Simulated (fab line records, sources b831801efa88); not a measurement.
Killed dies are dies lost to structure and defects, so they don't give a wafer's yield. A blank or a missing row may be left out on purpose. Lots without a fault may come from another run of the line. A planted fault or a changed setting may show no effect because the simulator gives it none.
fab line records | flow gf180mcu
record lots=24 wafers=72 last_day=34
route steps=602 shown V2@386 V3@432 M4@460 V4@499 M5@536 V5@541
lots that met no fault: from a run of the same line without faults
start_h: hours from the record's first day to the start of the lot's first wafer shown | wait_h: hours since the lot's step before | " the same as in the row above | L1.1+2: a row that stands for several wafers | - no value, or no start given | * or withheld: withheld | < > ~ a bound
route shown NAME@n: a module of which the file shows steps, and the number in the route of the first | usual: mean/standard deviation of fault-free wafers | same: alike in all rows | chamber/n: place in a boat | sites: the reading at each site | _std_site: their standard deviation | _edge_site: outer sites' mean less inner sites' | radius_mm: how far each site lies from the wafer's centre | mask NAME#n: copy n | behind: the tool/chamber that last shaped the wafer | hold: why the lot was held/for how many hours/how that ended | device: the transistor (n, p or np) that didn't switch | end of line: the same wafers' tests at the end of the route | a step without rows: its recipe alone | killed: dies lost to structure and defects at the first sort, not the wafer's yield | map: a wafer's dies, x killed, . not, _ none there
set.NAME: the setting as run; set.NAME@STEP: as run at that earlier step | model.NAME: the simulator's own value behind a step, which no gauge read
steps of the route over a sample of lots; a table a step, a row a wafer
services: from which hour (start_h, from the record's first day; less than 0 if before it) a tool's chamber was out of use, for how many hours, and why
## steps
# step GF_V2_CMP_04
# recipe material=SiO2 down_force_psi=4 platen_rpm=60 pad_velocity_m_s=0.94248
# usual motor_current_A=12.4/1.2 time_to_endpoint_s=79/8.1
# columns lot.wafer tool chamber start_h wait_h motor_current_A time_to_endpoint_s
L074.2 cmp-02 3 438.94 0.1 12.2 82
L074.3 " 0 " " 13.7 87
L074.6 " 2 " " 10.2 78
L075.1 cmp-01 0 445.26 0.2 11.0 77
L075.5 " 1 " " 11.9 83
L075.6 " 2 " " 13.2 80
L076.4 cmp-02 1 463.05 0.2 14.0 87
L076.5 " 2 " " 9.7 82
L076.6 " 3 " " 11.7 81
L077.1 cmp-01 2 470.93 0.1 13.7 74
L077.3 " 3 " " 13.2 64
L077.5 " 1 " " 11.8 76
L079.3 cmp-01 2 482.84 0.0 13.7 71
L079.1 " 3 " " 13.1 73
L079.2 " 1 " " 11.9 84
L078.2 cmp-02 0 486.94 0.0 12.6 87
L078.5 " 0 " " 13.4 96
L078.6 " 1 " " 13.4 101
L080.2 cmp-02 0 493.98 0.0 12.8 87
L080.4 " 1 " " 13.8 102
L080.5 " 1 " " 13.6 99
L081.4 cmp-02 2 503.98 0.0 10.2 81
L081.3 " 0 " " 12.6 91
L081.2 " 1 " " 13.5 94
L082.2 cmp-01 2 516.50 0.0 13.5 70
L082.5 " 2 " " 13.6 75
L082.6 " 3 " " 13.3 73
L083.3 cmp-01 2 523.51 0.1 13.5 69
L083.1 " 3 " " 13.0 65
L083.6 " 1 " " 12.3 73
L084.2 cmp-01 1 531.07 0.1 11.3 78
L084.3 " 2 " " 14.0 72
L084.4 " 3 " " 13.0 74
L085.1 cmp-02 1 539.12 0.1 14.0 79
L085.2 " 2 " " 10.4 73
L085.6 " 2 " " 10.2 77
L086.3 cmp-01 1 545.60 0.0 12.0 80
L086.1 " 2 " " 13.4 69
L086.6 " 1 " " 11.8 75
L087.1 cmp-02 0 552.30 0.1 13.8 86
L087.2 " 2 " " 9.9 72
L087.6 " 0 " " 13.0 89
L088.2 cmp-01 3 559.21 0.1 13.2 67
L088.5 " 2 " " 13.3 80
L088.6 " 3 " " 12.5 74
L089.3 cmp-01 2 567.18 0.0 13.5 67
L089.4 " 3 " " 13.3 74
L089.6 " 2 " " 14.0 73
L090.4 cmp-01 0 577.44 0.0 11.4 77
L090.3 " 1 " " 11.9 72
L090.2 " 2 " " 13.6 70
L091.1 cmp-02 2 586.29 0.1 10.3 70
L091.4 " 3 " " 11.6 92
L091.6 " 1 " " 13.9 96
L092.1 cmp-02 3 591.34 0.1 12.0 76
L092.3 " 2 " " 10.6 66
L092.6 " 0 " " 12.7 86
L093.2 cmp-01 3 595.82 0.2 12.9 66
L093.5 " 0 " " 12.0 73
L093.6 " 1 " " 12.3 81
L094.3 cmp-02 0 604.21 0.1 12.6 82
L094.2 " 2 " " 10.2 75
L094.6 " 3 " " 12.5 82
L095.2 cmp-01 2 614.00 0.0 13.4 79
L095.4 " 3 " " 13.5 79
L095.3 " 0 " " 11.7 85
L096.3 cmp-02 3 618.88 0.1 12.0 77
L096.4 " 0 " " 13.0 84
L096.5 " 2 " " 10.6 79
L097.1 cmp-01 1 629.32 0.1 12.2 71
L097.4 " 2 " " 14.5 74
L097.3 " 0 " " 11.3 77
# step GF_V3_THK_MEAS_03
# recipe reads=SiO2_of_V3_CVD_02
# usual V3_CVD_02_THK=847/13
# columns lot.wafer tool chamber start_h wait_h V3_CVD_02_THK[nm]
L074.2 film_metro-01 - 491.74 0.0 852
L074.3 " - " " 842
L074.6 " - " " 857
L075.1 film_metro-01 - 497.12 0.0 827
L075.5 " - " " 845
L075.6 " - " " 838
L076.4 film_metro-03 - 515.14 0.0 840
L076.5 " - " " 873
L076.6 " - " " 867
L077.1 film_metro-01 - 522.29 0.0 856
L077.3 " - " " 837
L077.5 " - " " 872
L079.1 film_metro-04 - 533.61 0.0 851
L079.2 " - " " 839
L079.3 " - " " 840
L078.2 film_metro-01 - 537.33 0.0 836
L078.5 " - " " 861
L078.6 " - " " 837
L080.2 film_metro-01 - 545.12 0.0 857
L080.4 " - " " 867
L080.5 " - " " 841
L081.2 film_metro-04 - 553.75 0.1 853
L081.3 " - " " 870
L081.4 " - " " 842
L082.2 film_metro-03 - 565.12 0.0 844
L082.5 " - " " 850
L082.6 " - " " 853
L083.1 film_metro-04 - 571.89 0.0 848
L083.3 " - " " 832
L083.6 " - " " 839
L084.2 film_metro-03 - 579.75 0.0 853
L084.3 " - " " 836
L084.4 " - " " 847
L085.1 film_metro-03 - 587.06 0.0 851
L085.2 " - " " 850
L085.6 " - " " 859
L086.1 film_metro-04 - 592.86 0.0 828
L086.3 " - " " 834
L086.6 " - " " 845
L087.1 film_metro-01 - 598.49 0.0 829
L087.2 " - " " 832
L087.6 " - " " 841
L088.2 film_metro-01 - 605.04 0.0 841
L088.5 " - " " 847
L088.6 " - " " 851
L089.3 film_metro-04 - 612.56 0.1 841
L089.4 " - " " 853
L089.6 " - " " 848
L090.2 film_metro-03 - 622.80 0.0 840
L090.3 " - " " 841
L090.4 " - " " 877
L091.1 film_metro-04 - 629.58 0.0 845
L091.4 " - " " 841
L091.6 " - " " 849
L092.1 film_metro-03 - 635.88 0.0 825
L092.3 " - " " 843
L092.6 " - " " 850
L093.2 film_metro-01 - 639.79 0.0 822
L093.5 " - " " 839
L093.6 " - " " 851
L094.2 film_metro-03 - 648.16 0.0 848
L094.3 " - " " 852
L094.6 " - " " 869
L095.2 film_metro-01 - 656.65 0.0 812
L095.3 " - " " 828
L095.4 " - " " 836
L096.3 film_metro-01 - 661.54 0.1 868
L096.4 " - " " 867
L096.5 " - " " 861
L097.1 film_metro-04 - 671.18 0.1 835
L097.3 " - " " 848
L097.4 " - " " 859
# step GF_M4_SPUTTER_04
# recipe material=TiN target_thk_nm=50 power_w=6500 time_s=41.7 chamber_pressure_pa=0.4
# usual cathode_dc_power_W=6500.1/1.1 throttle_valve_pct=30.4/0.77
# columns lot.wafer tool chamber start_h wait_h cathode_dc_power_W throttle_valve_pct
L074.2 pvd_sputter-02 - 518.21 0.0 6501.7 29.3
L074.3 " - " " 6498.5 30.3
L074.6 " - " " 6499.5 31.4
L075.1 pvd_sputter-01 - 523.21 0.0 6498.8 30.5
L075.5 " - " " 6498.2 30.8
L075.6 " - " " 6500.1 31.7
L076.4 pvd_sputter-01 - 541.11 0.0 6499.2 29.1
L076.5 " - " " 6502.3 31.4
L076.6 " - " " 6500.5 30.7
L077.1 pvd_sputter-02 - 547.38 0.0 6499.7 29.6
L077.3 " - " " 6498.7 29.4
L077.5 " - " " 6500.7 29.0
L079.1 pvd_sputter-01 - 558.85 0.0 6500.9 29.4
L079.2 " - " " 6499.1 31.3
L079.3 " - " " 6501.7 30.0
L078.2 pvd_sputter-03 - 562.55 0.0 6498.8 30.8
L078.5 " - " " 6499.3 30.5
L078.6 " - " " 6499.7 31.1
L080.2 pvd_sputter-01 - 569.58 0.0 6500.8 30.4
L080.4 " - " " 6500.6 30.8
L080.5 " - " " 6500.0 30.8
L081.2 pvd_sputter-01 - 577.51 0.0 6500.2 30.6
L081.3 " - " " 6499.9 30.1
L081.4 " - " " 6497.2 31.7
L082.2 pvd_sputter-01 - 588.88 0.0 6498.3 29.4
L082.5 " - " " 6500.5 29.1
L082.6 " - " " 6502.2 31.5
L083.1 pvd_sputter-01 - 595.48 0.0 6499.7 30.8
L083.3 " - " " 6500.0 29.2
L083.6 " - " " 6501.4 31.5
L084.2 pvd_sputter-01 - 602.45 0.0 6500.5 31.4
L084.3 " - " " 6502.2 30.7
L084.4 " - " " 6498.5 30.5
L085.1 pvd_sputter-03 - 610.05 0.0 6498.9 31.0
L085.2 " - " " 6499.8 30.0
L085.6 " - " " 6500.3 31.0
L086.1 pvd_sputter-01 - 616.54 0.0 6499.3 30.8
L086.3 " - " " 6500.2 30.3
L086.6 " - " " 6500.3 29.0
L087.1 pvd_sputter-03 - 621.86 0.0 6499.3 30.9
L087.2 " - " " 6500.1 30.5
L087.6 " - " " 6501.0 31.0
L088.2 pvd_sputter-03 - 627.40 0.0 6499.2 29.7
L088.5 " - " " 6501.0 31.1
L088.6 " - " " 6500.0 30.3
L089.3 pvd_sputter-03 - 634.62 0.0 6499.5 29.9
L089.4 " - " " 6500.6 31.0
L089.6 " - " " 6499.6 31.0
L090.2 pvd_sputter-02 - 644.85 0.0 6501.3 30.2
L090.3 " - " " 6500.8 31.4
L090.4 " - " " 6497.8 29.3
L091.1 pvd_sputter-02 - 651.19 0.0 6500.8 31.2
L091.4 " - " " 6501.2 30.4
L091.6 " - " " 6500.5 29.2
L092.1 pvd_sputter-02 - 657.58 0.0 6501.3 30.1
L092.3 " - " " 6500.5 29.2
L092.6 " - " " 6498.3 29.3
L093.2 pvd_sputter-02 - 661.63 0.0 6499.8 29.4
L093.5 " - " " 6498.9 29.2
L093.6 " - " " 6501.0 30.9
L094.2 pvd_sputter-01 - 669.32 0.0 6498.8 29.2
L094.3 " - " " 6500.1 30.7
L094.6 " - " " 6502.0 29.1
L095.2 pvd_sputter-03 - 678.20 0.0 6499.9 31.0
L095.3 " - " " 6498.9 30.0
L095.4 " - " " 6499.6 30.1
L096.3 pvd_sputter-02 - 683.09 0.0 6500.5 29.5
L096.4 " - " " 6498.0 29.2
L096.5 " - " " 6498.3 29.1
L097.1 pvd_sputter-03 - 692.24 0.0 6500.0 30.8
L097.3 " - " " 6500.7 30.3
L097.4 " - " " 6501.3 30.8
# step GF_V4_CVD_23
# recipe material=W target_thk_nm=350 time_s=104.9 temp_c=400 pressure_torr=40
# usual heater_power_w=835/32
# columns lot.wafer tool chamber start_h wait_h heater_power_w
L074.2 cvd_w-01 0 565.98 0.0 826
L074.3 " 0 " " 819
L074.6 " 0 " " 812
L075.1 cvd_w-02 0 570.51 0.0 875
L075.5 " 1 " " 827
L075.6 " 0 " " 882
L076.4 cvd_w-02 1 588.28 0.1 826
L076.5 " 0 " " 886
L076.6 " 1 " " 810
L077.1 cvd_w-01 1 593.39 0.0 821
L077.3 " 0 " " 811
L077.5 " 1 " " 845
L079.1 cvd_w-02 0 603.97 0.0 891
L079.2 " 1 " " 839
L079.3 " 0 " " 885
L078.2 cvd_w-01 0 608.29 0.0 788
L078.5 " 1 " " 837
L078.6 " 0 " " 800
L080.2 cvd_w-01 1 614.49 0.0 808
L080.4 " 1 " " 836
L080.5 " 1 " " 819
L081.2 cvd_w-01 0 621.74 0.0 841
L081.3 " 1 " " 837
L081.4 " 0 " " 807
L082.2 cvd_w-01 1 632.77 0.0 829
L082.5 " 0 " " 822
L082.6 " 1 " " 809
L083.1 cvd_w-01 0 638.74 0.0 805
L083.3 " 1 " " 838
L083.6 " 1 " " 816
L084.2 cvd_w-01 1 645.12 0.0 815
L084.3 " 0 " " 818
L084.4 " 1 " " 824
L085.1 cvd_w-01 0 651.68 0.0 820
L085.2 " 0 " " 803
L085.6 " 0 " " 818
L086.1 cvd_w-01 0 659.08 0.0 827
L086.3 " 1 " " 847
L086.6 " 1 " " 825
L087.1 cvd_w-01 1 664.82 0.0 813
L087.2 " 0 " " 832
L087.6 " 1 " " 836
L088.2 cvd_w-02 1 669.52 0.0 829
L088.5 " 1 " " 834
L088.6 " 0 " " 888
L089.3 cvd_w-01 0 675.53 0.1 821
L089.4 " 1 " " 816
L089.6 " 0 " " 798
L090.2 cvd_w-02 0 685.25 0.0 892
L090.3 " 1 " " 836
L090.4 " 0 " " 913
L091.1 cvd_w-02 0 691.52 0.0 905
L091.4 " 0 " " 926
L091.6 " 1 " " 839
L092.1 cvd_w-02 0 698.58 0.0 910
L092.3 " 0 " " 898
L092.6 " 0 " " 893
L093.2 cvd_w-02 1 703.84 0.0 843
L093.5 " 0 " " 887
L093.6 " 1 " " 844
L094.2 cvd_w-01 1 708.67 0.0 834
L094.3 " 1 " " 841
L094.6 " 1 " " 830
L095.2 cvd_w-01 1 718.09 0.0 798
L095.3 " 0 " " 829
L095.4 " 1 " " 836
L096.3 cvd_w-01 1 722.53 0.1 840
L096.4 " 0 " " 805
L096.5 " 1 " " 833
L097.1 cvd_w-01 0 730.80 0.0 804
L097.3 " 0 " " 832
L097.4 " 1 " " 805
# step GF_M5_METAL_ETCH_10
# recipe chemistry=Cl2/BCl3 mask_material=KrF target_depth_nm=627.5 stop_on=SiO2 pressure_mtorr=8 icp_w=800 bias_w=140 Cl2_flow_sccm=80 bcl3_flow_sccm=40 time_s=104.6
# usual drypump_motor_current_A=5.4/0.61 oes_product_au=0.971/0.0068 throttle_valve_pct=28.252/0.011
# columns lot.wafer tool chamber start_h wait_h drypump_motor_current_A oes_product_au rf_hours_counter_h throttle_valve_pct
L074.2 rie_metal-04 0 609.89 0.0 4.8 0.967 4.7 28.253
L074.3 " 1 " " 4.9 0.966 - 28.260
L074.6 " 0 " " 4.8 0.978 - 28.230
L075.1 rie_metal-04 1 614.67 0.0 4.9 0.964 7.2 28.255
L075.5 " 1 " " 4.9 0.969 - 28.246
L075.6 " 0 " " 4.9 0.965 - 28.252
L076.4 rie_metal-04 0 630.17 0.0 4.9 0.962 - 28.250
L076.5 " 1 " " 4.9 0.964 - 28.267
L076.6 " 0 " " 4.8 0.972 - 28.259
L077.1 rie_metal-01 1 635.84 0.0 5.2 0.966 4.2 28.253
L077.3 " 1 " " 5.2 0.971 - 28.237
L077.5 " 0 " " 6.5 0.973 - 28.248
L079.1 rie_metal-01 1 645.14 0.0 5.3 0.968 4.7 28.237
L079.2 " 0 " " 6.6 0.975 2.1 28.252
L079.3 " 1 " " 5.2 0.973 - 28.256
L078.2 rie_metal-01 1 649.24 0.0 5.3 0.974 4.8 28.243
L078.5 " 0 " " 6.6 0.969 - 28.267
L078.6 " 1 " " 5.3 0.962 - 28.243
L080.2 rie_metal-01 0 655.58 0.0 6.6 0.982 2.6 28.266
L080.4 " 1 " " 5.2 0.970 - 28.262
L080.5 " 1 " " 5.2 0.969 - 28.261
L081.2 rie_metal-03 1 663.08 0.0 5.3 0.976 2.5 28.250
L081.3 " 0 " " 5.7 0.961 - 28.272
L081.4 " 1 " " 5.4 0.970 - 28.272
L082.2 rie_metal-01 1 673.07 0.0 5.3 0.978 5.5 28.235
L082.5 " 1 " " 5.3 0.983 - 28.262
L082.6 " 0 " " 6.6 0.983 - 28.247
L083.1 rie_metal-04 0 678.88 0.0 4.8 0.971 7.1 28.237
L083.3 " 1 " " 4.9 0.976 - 28.259
L083.6 " 1 " " 4.9 0.968 - 28.268
L084.2 rie_metal-03 0 684.28 0.0 5.7 0.971 6.4 28.255
L084.3 " 1 " " 5.4 0.974 - 28.259
L084.4 " 0 " " 5.7 0.975 - 28.238
L085.1 rie_metal-04 1 691.38 0.0 4.9 0.974 9.9 28.247
L085.2 " 0 " " 4.8 0.970 7.7 28.246
L085.6 " 0 " " 4.9 0.980 - 28.236
L086.1 rie_metal-03 0 698.53 0.0 5.7 0.950 7.0 28.258
L086.3 " 0 " " 5.7 0.967 - 28.250
L086.6 " 1 " " 5.4 0.963 - 28.274
L087.1 rie_metal-03 0 703.43 0.0 5.8 0.967 7.1 28.256
L087.2 " 1 " " 5.4 0.984 3.8 28.243
L087.6 " 0 " " 5.7 0.969 - 28.253
L088.2 rie_metal-01 1 708.13 0.0 5.2 0.963 6.9 28.268
L088.5 " 1 " " 5.2 0.979 - 28.253
L088.6 " 0 " " 6.6 0.971 - 28.241
L089.3 rie_metal-03 0 713.47 0.0 5.7 0.962 - 28.248
L089.4 " 1 " " 5.4 0.965 - 28.258
L089.6 " 1 " " 5.4 0.979 - 28.254
L090.2 rie_metal-04 1 723.77 0.0 4.9 0.961 11.1 28.246
L090.3 " 0 " " 4.8 0.959 - 28.257
L090.4 " 1 " " 4.9 0.964 - 28.260
L091.1 rie_metal-03 1 728.42 0.0 5.4 0.970 4.9 28.246
L091.4 " 0 " " 5.7 0.973 - 28.231
L091.6 " 1 " " 5.4 0.975 - 28.255
L092.1 rie_metal-04 1 736.37 0.0 4.9 0.964 11.9 28.258
L092.3 " 0 " " 4.9 0.967 - 28.260
L092.6 " 0 " " 4.9 0.967 - 28.253
L093.2 rie_metal-04 0 740.27 0.0 4.9 0.962 9.9 28.265
L093.5 " 1 " " 4.9 0.982 - 28.250
L093.6 " 0 " " 4.8 0.967 - 28.275
L094.2 rie_metal-01 0 744.87 0.0 6.5 0.973 5.7 28.247
L094.3 " 0 " " 6.5 0.976 - 28.249
L094.6 " 1 " " 5.3 0.974 - 28.253
L095.2 rie_metal-04 1 753.37 0.0 4.9 0.980 12.6 28.219
L095.3 " 0 " " 4.8 0.973 - 28.269
L095.4 " 1 " " 4.9 0.981 - 28.252
L096.3 rie_metal-01 0 760.25 0.0 6.6 0.976 - 28.253
L096.4 " 1 " " 5.2 0.966 - 28.252
L096.5 " 1 " " 5.2 0.962 - 28.263
L097.1 rie_metal-01 0 765.63 0.0 6.5 0.978 7.0 28.257
L097.3 " 0 " " 6.5 0.980 - 28.244
L097.4 " 1 " " 5.2 0.968 - 28.273
# step GF_V5_THK_MEAS_01
# recipe reads=SiO2_of_V5_CVD_00
# usual V5_CVD_00_THK=300/4.1
# columns lot.wafer tool chamber start_h wait_h V5_CVD_00_THK[nm]
L074.2 film_metro-03 - 610.62 0.0 305
L074.3 " - " " 295
L074.6 " - " " 299
L075.1 film_metro-04 - 615.39 0.0 298
L075.5 " - " " 295
L075.6 " - " " 299
L076.4 film_metro-04 - 630.86 0.0 296
L076.5 " - " " 301
L076.6 " - " " 296
L077.1 film_metro-03 - 636.53 0.0 305
L077.3 " - " " 299
L077.5 " - " " 300
L079.1 film_metro-03 - 645.83 0.0 298
L079.2 " - " " 301
L079.3 " - " " 304
L078.2 film_metro-03 - 649.93 0.0 296
L078.5 " - " " 298
L078.6 " - " " 297
L080.2 film_metro-03 - 656.28 0.0 305
L080.4 " - " " 302
L080.5 " - " " 301
L081.2 film_metro-04 - 664.13 0.0 294
L081.3 " - " " 305
L081.4 " - " " 297
L082.2 film_metro-01 - 673.77 0.0 300
L082.5 " - " " 299
L082.6 " - " " 303
L083.1 film_metro-01 - 679.65 0.0 306
L083.3 " - " " 301
L083.6 " - " " 300
L084.2 film_metro-03 - 685.34 0.0 305
L084.3 " - " " 300
L084.4 " - " " 295
L085.1 film_metro-04 - 692.11 0.0 304
L085.2 " - " " 289
L085.6 " - " " 299
L086.1 film_metro-04 - 699.23 0.0 302
L086.3 " - " " 301
L086.6 " - " " 299
L087.1 film_metro-01 - 704.20 0.1 297
L087.2 " - " " 307
L087.6 " - " " 299
L088.2 film_metro-04 - 708.83 0.0 299
L088.5 " - " " 301
L088.6 " - " " 303
L089.3 film_metro-03 - 714.14 0.0 299
L089.4 " - " " 300
L089.6 " - " " 305
L090.2 film_metro-01 - 724.47 0.0 305
L090.3 " - " " 302
L090.4 " - " " 306
L091.1 film_metro-01 - 729.11 0.0 308
L091.4 " - " " 310
L091.6 " - " " 302
L092.1 film_metro-04 - 737.06 0.0 297
L092.3 " - " " 302
L092.6 " - " " 301
L093.2 film_metro-04 - 740.97 0.0 303
L093.5 " - " " 302
L093.6 " - " " 295
L094.2 film_metro-03 - 745.60 0.0 295
L094.3 " - " " 300
L094.6 " - " " 296
L095.2 film_metro-03 - 754.08 0.0 302
L095.3 " - " " 298
L095.4 " - " " 297
L096.3 film_metro-04 - 760.96 0.0 303
L096.4 " - " " 302
L096.5 " - " " 293
L097.1 film_metro-03 - 766.40 0.0 303
L097.3 " - " " 293
L097.4 " - " " 304
## services
# columns tool chamber start_h hours kind
cmp-01 - 451.22 1.0 repair
cvd_w-01 1 469.35 11.6 repair
cmp-02 - 510.46 0.3 repair
pvd_sputter-01 - 528.56 4.4 repair
cmp-02 - 541.29 0.3 repair
cmp-02 - 572.25 4.0 pm
pvd_sputter-01 - 587.82 0.8 repair
rie_metal-01 - 611.65 1.2 repair
cvd_w-01 - 635.87 1.1 repair
cmp-02 - 638.93 1.1 repair
cvd_w-01 1 647.15 7.2 repair
cmp-02 - 655.00 6.1 pm
pvd_sputter-01 - 658.73 1.8 repair
cmp-02 - 665.92 0.8 repair
cmp-02 - 666.57 0.8 repair
pvd_sputter-01 - 699.10 2.0 repair
cmp-02 - 709.49 1.1 repair
cmp-02 - 716.96 2.9 repair
cvd_w-01 - 734.55 6.9 pm
cmp-01 - 741.88 7.5 pm
cmp-01 - 749.33 4.0 pm
cmp-02 - 753.33 14.5 pm
pvd_sputter-01 - 763.89 2.9 repair
pvd_sputter-01 - 765.62 4.2 repair
## key
fault none
